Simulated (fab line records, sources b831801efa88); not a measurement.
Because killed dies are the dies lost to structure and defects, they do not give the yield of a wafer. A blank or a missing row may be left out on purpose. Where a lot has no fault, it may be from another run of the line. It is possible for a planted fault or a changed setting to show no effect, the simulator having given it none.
What tool caused it?	flow gf180mcu	Sampling: 12 lots, 36 wafers, 3 of 602 route steps

## WHAT EACH GAUGE READ, for each wafer
GF_MIM_THK_MEAS_06.
lot	measured	on	MIM_CVD_05_THK (nm)
L670	day 23 21:46	filmMetro-04	42.0 41.6 42.0
L671	day 24 17:40	filmMetro-01	41.3 42.0 42.4
L672	day 24 18:31	filmMetro-04	41.6 41.8 42.2
L673	day 25 00:25	filmMetro-01	41.4 41.9 42.6
L677	day 27 21:03	filmMetro-01	42.2 42.5 42.0
L679	day 27 23:53	filmMetro-02	41.7 41.5 41.9
L678	day 28 01:27	filmMetro-04	41.6 41.3 41.8
L681	day 28 04:55	filmMetro-01	41.8 42.9 42.2
L682	day 28 16:26	filmMetro-01	42.5 41.6 42.2
L684	day 29 12:04	filmMetro-01	41.1 43.0 41.8
L685	day 29 15:26	filmMetro-02	41.1 41.2 41.8
L686	day 30 01:26	filmMetro-02	41.5 42.2 41.9

## TOOL THAT RAN EACH LOT (tool first, then ch and the chambers of the sampled wafers, then the start)
lot	GF_V3_SPUTTER_22	GF_V4_CMP_26
L670	pvdSputter-02, day 21 19:28	cmp-02 ch 0,2,3, day 23 21:16
L671	pvdSputter-02, day 22 17:10	cmp-01 ch 0,1, day 24 17:06
L672	pvdSputter-04, day 22 17:57	cmp-02 ch 2,3, day 24 17:56
L673	pvdSputter-03, day 23 00:33	cmp-01 ch 1,2, day 24 23:51
L677	pvdSputter-03, day 26 02:22	cmp-02 ch 0,2, day 27 20:31
L679	pvdSputter-02, day 26 04:01	cmp-02 ch 1,2,3, day 27 23:19
L678	pvdSputter-04, day 26 05:08	cmp-01 ch 0,1,2, day 28 00:59
L681	pvdSputter-02, day 26 09:16	cmp-02 ch 0,2,3, day 28 04:28
L682	pvdSputter-02, day 26 21:28	cmp-02 ch 0,3, day 28 15:53
L684	pvdSputter-02, day 27 17:37	cmp-02 ch 0,1,2, day 29 11:32
L685	pvdSputter-02, day 27 23:15	cmp-02 ch 0,2,3, day 29 14:53
L686	pvdSputter-04, day 28 08:31	cmp-01 ch 1,2, day 30 00:55
- GF_V3_SPUTTER_22: material TiN, target thk 10 nm, time 40 s.
- GF_V4_CMP_26: polishes, stops on SiO2, t overpolish 15 s, target thk 0 nm.

## AS READ BY THE TOOLS THEMSELVES (means over the sampled wafers that have a number; for cases with no such wafer, the mark the record gives instead)
GF_V3_SPUTTER_22.
lot	tool	chamberPressurePa (Pa)	throttleValvePct (%)
L670	pvdSputter-02	4.998	29.8
L671	pvdSputter-02	4.993	29.4
L672	pvdSputter-04	4.989	30.2
L673	pvdSputter-03	4.995	30.1
L677	pvdSputter-03	5.002	30.3
L679	pvdSputter-02	5.004	29.8
L678	pvdSputter-04	5.005	30.7
L681	pvdSputter-02	5.001	29.7
L682	pvdSputter-02	4.999	29.8
L684	pvdSputter-02	5.000	29.5
L685	pvdSputter-02	4.998	29.5
L686	pvdSputter-04	5.005	30.3

GF_V4_CMP_26.
lot	tool	edgeZonePressureFrac	motorCurrentA (A)	overpolishRunS (s)	timeToEndpointS (s)
L670	cmp-02	0.999	11.5	15.003	79
L671	cmp-01	0.994	11.5	15.003	81
L672	cmp-02	1.001	10.5	15.009	79
L673	cmp-01	0.995	10.0	14.996	80
L677	cmp-02	0.999	12.1	15.010	85
L679	cmp-02	1.005	10.9	15.003	89
L678	cmp-01	0.999	10.8	15.004	80
L681	cmp-02	1.001	11.7	14.996	84
L682	cmp-02	1.000	12.3	15.008	77
L684	cmp-02	1.002	11.6	15.002	85
L685	cmp-02	1.004	11.4	15.003	81
L686	cmp-01	0.998	9.9	15.003	82

## THE ANSWER, worked out from the rows above alone
Rule: usual is defined by the lots themselves. The widest of any qualifying gaps counts: lots, ordered by their means at a reading, are off when they make up no more than a third of the lots, leave a main group of 4 or more, and stand apart from it by 3 or more times the standard deviation of that group's means. A main group is skipped when, at the precision printed for the reading in the tables above, its means are all equal. Also off: a lot with no number at a reading for which 4 or more lots have one. Any other lot the step has rows for is counted as sound. After the gauges, taken in route order, come the tools' own readings; for these a lot's mean is taken, as printed above. The first step at which some lot is off is used, and at that step the reading that is off furthest; a lot without a number counts as furthest.
None of the lots is off at any reading shown; this tells nothing.

## WHAT THE SIMULATOR PUT IN
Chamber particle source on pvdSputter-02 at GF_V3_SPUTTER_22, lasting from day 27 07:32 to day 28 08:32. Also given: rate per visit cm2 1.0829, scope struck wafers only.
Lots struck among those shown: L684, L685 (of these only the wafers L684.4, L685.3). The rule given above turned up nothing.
